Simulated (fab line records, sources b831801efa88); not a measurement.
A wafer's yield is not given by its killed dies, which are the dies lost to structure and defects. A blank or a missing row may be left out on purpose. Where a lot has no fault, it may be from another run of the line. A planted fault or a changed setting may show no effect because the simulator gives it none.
Chamber matching :: flow sky130 :: SKY_VIA2_ETCH_15 on rie_diel-01: 4 sister chambers
The step etches SiO2 in C4F8/O2/Ar, stops on TiN, target depth 546 nm, time 84 s. 7 wafers are shown with their chamber, then 7 later ones without.

## WAFERS PAIRED WITH THEIR CHAMBERS
wafer: L077.5
chamber: 0
oes_product_au (a.u.): 0.932

wafer: L080.1
chamber: 3
oes_product_au (a.u.): 0.949

wafer: L080.5
chamber: 2
oes_product_au (a.u.): 0.939

wafer: L089.1
chamber: 0
oes_product_au (a.u.): 0.929

wafer: L089.5
chamber: 3
oes_product_au (a.u.): 0.942

wafer: L094.3
chamber: 1
oes_product_au (a.u.): 0.940

wafer: L094.5
chamber: 1
oes_product_au (a.u.): 0.941

## WAFERS MISSING THEIR CHAMBER
wafer: L094.6
oes_product_au (a.u.): 0.936

wafer: L093.1
oes_product_au (a.u.): 0.938

wafer: L093.3
oes_product_au (a.u.): 0.949

wafer: L093.5
oes_product_au (a.u.): 0.938

wafer: L096.3
oes_product_au (a.u.): 0.932

wafer: L096.4
oes_product_au (a.u.): 0.939

wafer: L096.5
oes_product_au (a.u.): 0.947

## CHAMBER TAKEN BY EACH
wafer: L094.6
from the rows above: can't be placed: 2 or 1 or 0
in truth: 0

wafer: L093.1
from the rows above: can't be placed: 2 or 1
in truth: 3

wafer: L093.3
from the rows above: can't be placed: 3 or 1
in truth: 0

wafer: L093.5
from the rows above: can't be placed: 2 or 1
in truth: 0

wafer: L096.3
from the rows above: can't be placed: 0 or 2
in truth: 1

wafer: L096.4
from the rows above: can't be placed: 2 or 1
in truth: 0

wafer: L096.5
from the rows above: can't be placed: 3 or 1
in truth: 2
Placed correctly: 0 of 7. Can't be placed from these rows: 7 (the true chamber is among the candidates in 1). 0 placed wrongly.
How it was worked out, from the rows above alone: a wafer's distance from a chamber is the root of the sum, over the readings, of the square of ((its reading less the chamber's mean) divided by the reading's scatter). If the next closest chamber is less than 2 further off than the closest, the wafer can't be placed; otherwise it belongs to the closest. A chamber's mean is the mean of its shown wafers. The scatter: the root of (the sum of the squares of (reading less its chamber's mean) over the shown wafers, divided by (wafers less chambers)).
